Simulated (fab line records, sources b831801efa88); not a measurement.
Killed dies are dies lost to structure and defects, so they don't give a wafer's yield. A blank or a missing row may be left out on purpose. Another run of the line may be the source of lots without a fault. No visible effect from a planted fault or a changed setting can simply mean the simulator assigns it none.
Problem report, 8D (eight disciplines) form, completed by code | flow gf180mcu | the parts of the form that need people (team, actions taken, sign-off) are left out

1. PROBLEM STATEMENT
Wafers without a fault read 160.36 W, standard deviation 0.12; heater-power-total-W at GF_M4_DEHYDRATE_07 reads a mean of 168.75 W on 6 wafers belonging to 2 lots. That puts it +70 standard deviations away from the usual mean.
The step: time 60 s.
Seen first at day 26 23:13 on litho-track-02, wafer L928.3. The record holds 42 wafers of 14 lots with a number at this step. Rule for "out", or "out of limits": more than 4 standard deviations from the usual mean. Any other wafer with a number is counted as sound.

2. WHAT IT IS, AND WHAT IT ISN'T
question                    | is                                 | is not
which readings at this step | heater-power-total-W, plate-temp-C | -
which lots                  | L928, L930                         | L917, L918, L919, L920, L921, L922, L923, L924, L936, L938, L939, L940
which wafers of those lots  | all that have a number             | -
read on which tools         | litho-track-02                     | litho-track-01, litho-track-04
when                        | from day 26 23:13                  | up to then (24 sound wafers); but 12 sound wafers of L936, L938, L939, L940 came after

3. SUSPECTS, AND WHAT RULES EACH OUT
Counting: a tool at any process step up to the reading remains a suspect when it ran all the lots that are out and ran no sound lot after the first of those.
- litho-track-02 at GF_M4_DEHYDRATE_07 (time 60 s): ruled out as a lasting fault. Following L928 (day 26 23:13), the first lot on it that is out, the sound lots L938, L940 were run on it.
Left after counting: nothing in the record.

4. THE CAUSE (what the simulator had put in)
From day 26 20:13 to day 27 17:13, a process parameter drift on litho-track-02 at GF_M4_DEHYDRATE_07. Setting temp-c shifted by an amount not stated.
Counting ruled it out, wrongly.

5. SEQUENCE OF EFFECTS, ordered by route
Rows list readings where the struck wafers' mean (over those with a number) sits beyond 3 standard deviations from the usual. Scope: only readings with a usual standard deviation given in the record; hours: median across lots of the time from each lot's start at the first step in this table that gives one to its start at this step; sigmas: change in usual standard deviations.
hours | step               | reading              | usual    | on struck wafers | change | sigmas
0     | GF_M4_DEHYDRATE_07 | heater-power-total-W | 160.36 W | 168.75           | +8.39  | +70
0     | GF_M4_DEHYDRATE_07 | plate-temp-C         | 199.99 C | 208.26           | +8.27  | +49
Process steps it contains:
- GF_M4_DEHYDRATE_07: time 60 s.
At these later measuring or inspecting steps, every struck wafer for which the step has a row has a number for every such reading, and none has moved that far: GF_M5_CD_MEAS_07.

6. HOW IT WOULD HAVE BEEN CAUGHT EARLIER
In this record the first reading out of limits was taken at day 26 23:13, 3 hours after the fault began at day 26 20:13.
